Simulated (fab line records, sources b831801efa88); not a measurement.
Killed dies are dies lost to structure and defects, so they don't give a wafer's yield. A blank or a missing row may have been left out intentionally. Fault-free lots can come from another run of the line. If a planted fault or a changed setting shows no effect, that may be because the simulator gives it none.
Tool commonality check || flow gf180mcu || 15 lots and 45 wafers in the sample

## WHY THIS WAS OPENED
At GF_NWELL_TW_MEAS_11 the reading NWELL_TW is flagged on 3 of 15 lots. Fault-free wafers read 1577, with a standard deviation of 19.
Rule: a lot is flagged in two cases, either no wafer of it has a number, or all its wafers with numbers fall more than 4 standard deviations from that mean. The other lots count as sound.

{"lot": "L410", "measured": "day 3 06:59", "on": "film-metro-01", "NWELL_TW, wafer by wafer": "1606 1602 1600", "flag": ""}
{"lot": "L413", "measured": "day 4 00:30", "on": "film-metro-03", "NWELL_TW, wafer by wafer": "1587 1586 1590", "flag": ""}
{"lot": "L416", "measured": "day 4 15:43", "on": "film-metro-03", "NWELL_TW, wafer by wafer": "1591 1589 1589", "flag": ""}
{"lot": "L418", "measured": "day 5 01:04", "on": "film-metro-04", "NWELL_TW, wafer by wafer": "1829 1816 1815", "flag": "FLAGGED"}
{"lot": "L419", "measured": "day 5 06:43", "on": "film-metro-01", "NWELL_TW, wafer by wafer": "1850 1856 1841", "flag": "FLAGGED"}
{"lot": "L420", "measured": "day 5 18:29", "on": "film-metro-04", "NWELL_TW, wafer by wafer": "1828 1819 1819", "flag": "FLAGGED"}
{"lot": "L421", "measured": "day 6 03:42", "on": "film-metro-04", "NWELL_TW, wafer by wafer": "1531 1546 1549", "flag": ""}
{"lot": "L423", "measured": "day 6 11:42", "on": "film-metro-03", "NWELL_TW, wafer by wafer": "1592 1589 1592", "flag": ""}
{"lot": "L424", "measured": "day 6 19:05", "on": "film-metro-03", "NWELL_TW, wafer by wafer": "1591 1593 1585", "flag": ""}
{"lot": "L425", "measured": "day 6 22:42", "on": "film-metro-01", "NWELL_TW, wafer by wafer": "1591 1591 1581", "flag": ""}
{"lot": "L426", "measured": "day 7 04:02", "on": "film-metro-01", "NWELL_TW, wafer by wafer": "1586 1587 1586", "flag": ""}
{"lot": "L429", "measured": "day 7 16:15", "on": "film-metro-04", "NWELL_TW, wafer by wafer": "1539 1548 1536", "flag": ""}
{"lot": "L430", "measured": "day 7 21:50", "on": "film-metro-03", "NWELL_TW, wafer by wafer": "1587 1582 1586", "flag": ""}
{"lot": "L431", "measured": "day 8 02:15", "on": "film-metro-03", "NWELL_TW, wafer by wafer": "1595 1582 1580", "flag": ""}
{"lot": "L432", "measured": "day 8 07:58", "on": "film-metro-03", "NWELL_TW, wafer by wafer": "1599 1592 1590", "flag": ""}
Average over the flagged lots: 1830; offset from the usual +253, equal to +13 standard deviations.

## TOOL THAT RAN EACH LOT
The record keeps 1 process step preceding the reading, out of 602 steps on the route. Each cell gives the tool, then ch followed by the chambers the sampled wafers passed through, then the start.
{"lot": "L410", "flag": "", "GF_DNWELL_COAT_02": "litho-track-02 ch 0, day 2 12:27"}
{"lot": "L413", "flag": "", "GF_DNWELL_COAT_02": "litho-track-02 ch 0, day 3 04:03"}
{"lot": "L416", "flag": "", "GF_DNWELL_COAT_02": "litho-track-01 ch 0, day 3 18:50"}
{"lot": "L418", "flag": "FLAGGED", "GF_DNWELL_COAT_02": "litho-track-03, day 4 05:10"}
{"lot": "L419", "flag": "FLAGGED", "GF_DNWELL_COAT_02": "litho-track-01, day 4 09:53"}
{"lot": "L420", "flag": "FLAGGED", "GF_DNWELL_COAT_02": "litho-track-01, day 4 20:58"}
{"lot": "L421", "flag": "", "GF_DNWELL_COAT_02": "litho-track-01 ch 0, day 5 05:04"}
{"lot": "L423", "flag": "", "GF_DNWELL_COAT_02": "litho-track-03 ch 0, day 5 12:20"}
{"lot": "L424", "flag": "", "GF_DNWELL_COAT_02": "litho-track-02 ch 0, day 5 18:49"}
{"lot": "L425", "flag": "", "GF_DNWELL_COAT_02": "litho-track-03 ch 0, day 5 23:23"}
{"lot": "L426", "flag": "", "GF_DNWELL_COAT_02": "litho-track-03 ch 0, day 6 04:23"}
{"lot": "L429", "flag": "", "GF_DNWELL_COAT_02": "litho-track-02 ch 0, day 6 16:11"}
{"lot": "L430", "flag": "", "GF_DNWELL_COAT_02": "litho-track-03 ch 0, day 6 21:08"}
{"lot": "L431", "flag": "", "GF_DNWELL_COAT_02": "litho-track-03 ch 0, day 7 01:55"}
{"lot": "L432", "flag": "", "GF_DNWELL_COAT_02": "litho-track-01 ch 0, day 7 08:28"}
What the steps here do:
- GF_DNWELL_COAT_02: resist thk 3000 nm.
- GF_NWELL_TW_MEAS_11

## FLAGGED AGAINST TOTAL, ONE TOOL AT A TIME (gauges that did the reading follow at the end)
{"step": "GF_DNWELL_COAT_02", "tool": "litho-track-01", "lots run": 5, "flagged": 2, "share of the flagged lots": "some", "sound lots run after its first flagged lot": "2 (L421,L432)"}
{"step": "GF_DNWELL_COAT_02", "tool": "litho-track-02", "lots run": 4, "flagged": 0, "share of the flagged lots": "none", "sound lots run after its first flagged lot": "-"}
{"step": "GF_DNWELL_COAT_02", "tool": "litho-track-03", "lots run": 6, "flagged": 1, "share of the flagged lots": "some", "sound lots run after its first flagged lot": "5 (L423,L425,L426,L430,L431)"}
{"step": "GF_NWELL_TW_MEAS_11", "tool": "film-metro-01", "lots run": 4, "flagged": 1, "share of the flagged lots": "some", "sound lots run after its first flagged lot": "2 (L425,L426)"}
{"step": "GF_NWELL_TW_MEAS_11", "tool": "film-metro-03", "lots run": 7, "flagged": 0, "share of the flagged lots": "none", "sound lots run after its first flagged lot": "-"}
{"step": "GF_NWELL_TW_MEAS_11", "tool": "film-metro-04", "lots run": 4, "flagged": 2, "share of the flagged lots": "some", "sound lots run after its first flagged lot": "2 (L421,L429)"}

## WHAT IS ALLOWED BY THE TABLE
No row of the table ran every flagged lot.

## WHAT THE SIMULATOR PUT IN
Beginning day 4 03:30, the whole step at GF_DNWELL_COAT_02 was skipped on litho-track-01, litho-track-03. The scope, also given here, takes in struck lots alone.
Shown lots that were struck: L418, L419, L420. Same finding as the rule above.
